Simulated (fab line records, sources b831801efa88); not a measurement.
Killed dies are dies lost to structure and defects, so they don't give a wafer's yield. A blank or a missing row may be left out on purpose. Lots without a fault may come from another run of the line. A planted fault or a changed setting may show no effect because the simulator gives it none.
Problem report in the 8D (eight disciplines) form, filled by code | flow gf180mcu | the parts of the form that need people (team, actions taken, sign-off) are left out

1. THE PROBLEM
beam_energy_keV at GF_NWELL_IMPLANT_08 reads a mean of 467.97 on 6 wafers of 2 lots; wafers without a fault read 450.01 with a standard deviation of 0.13. That is +99 or more standard deviations from the usual mean.
First seen on wafer L690.1, day 8 01:16, on implanter-04. The record holds 42 wafers of 14 lots with a number at this step. Rule for "out", or "out of limits": more than 4 standard deviations from the usual mean. The other wafers with a number count as sound.

2. WHAT IT IS AND WHAT IT IS NOT
question                    | is                     | is not
which readings at this step | beam_energy_keV        | dose_ions_cm2
which lots                  | L690, L692             | L669, L670, L671, L672, L673, L674, L676, L677, L680, L681, L683, L686
which wafers of those lots  | all that have a number | -
read on which tools         | implanter-04           | implanter-01, implanter-03
when                        | from day 8 01:16       | up to then (36 sound wafers)

3. SUSPECTS, AND WHAT RULES EACH OUT
Counting: a tool at a process step up to the reading stays a suspect if it ran every lot that is out and no sound lot after the first of them.
- implanter-04 at GF_NWELL_IMPLANT_08: kept. It ran every lot that is out, first L690 (day 8 01:16), and no sound lot after that; its last sound lot up to then is L683 (day 6 12:20). Its own readings are out on those wafers: beam_energy_keV.
Left after counting: implanter-04 at GF_NWELL_IMPLANT_08.

4. THE CAUSE (what the simulator had put in)
Process parameter drift: implanter-04, from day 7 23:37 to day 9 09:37, at GF_NWELL_IMPLANT_08. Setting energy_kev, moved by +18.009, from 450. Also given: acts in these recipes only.
Counting left only this tool.

5. THE CHAIN OF EFFECTS, in route order
Each row: a reading whose mean over the struck wafers that have a number lies more than 3 standard deviations from the usual. Only readings for which the record gives a usual standard deviation are gone through. hours: the time from each lot's start at the first step in this table that gives one to its start at this step, as a median over the lots. sigmas: the change in usual standard deviations.
hours | step                | reading         | usual  | on struck wafers | change | sigmas
0     | GF_NWELL_IMPLANT_08 | beam_energy_keV | 450.01 | 467.97           | +17.96 | +99 or more
The process steps in it:
- GF_NWELL_IMPLANT_08
Later measuring or inspecting steps at which every struck wafer that the step has a row for has a number for every such reading, and none has moved that far: GF_VT_IMPLANT_RS_MEAS_47, GF_HV_LDD_OVL_MEAS_20.

6. WHAT WOULD HAVE CAUGHT IT SOONER
In this record the first reading out of limits was taken at day 8 01:16, 2 hours after the fault began at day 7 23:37.
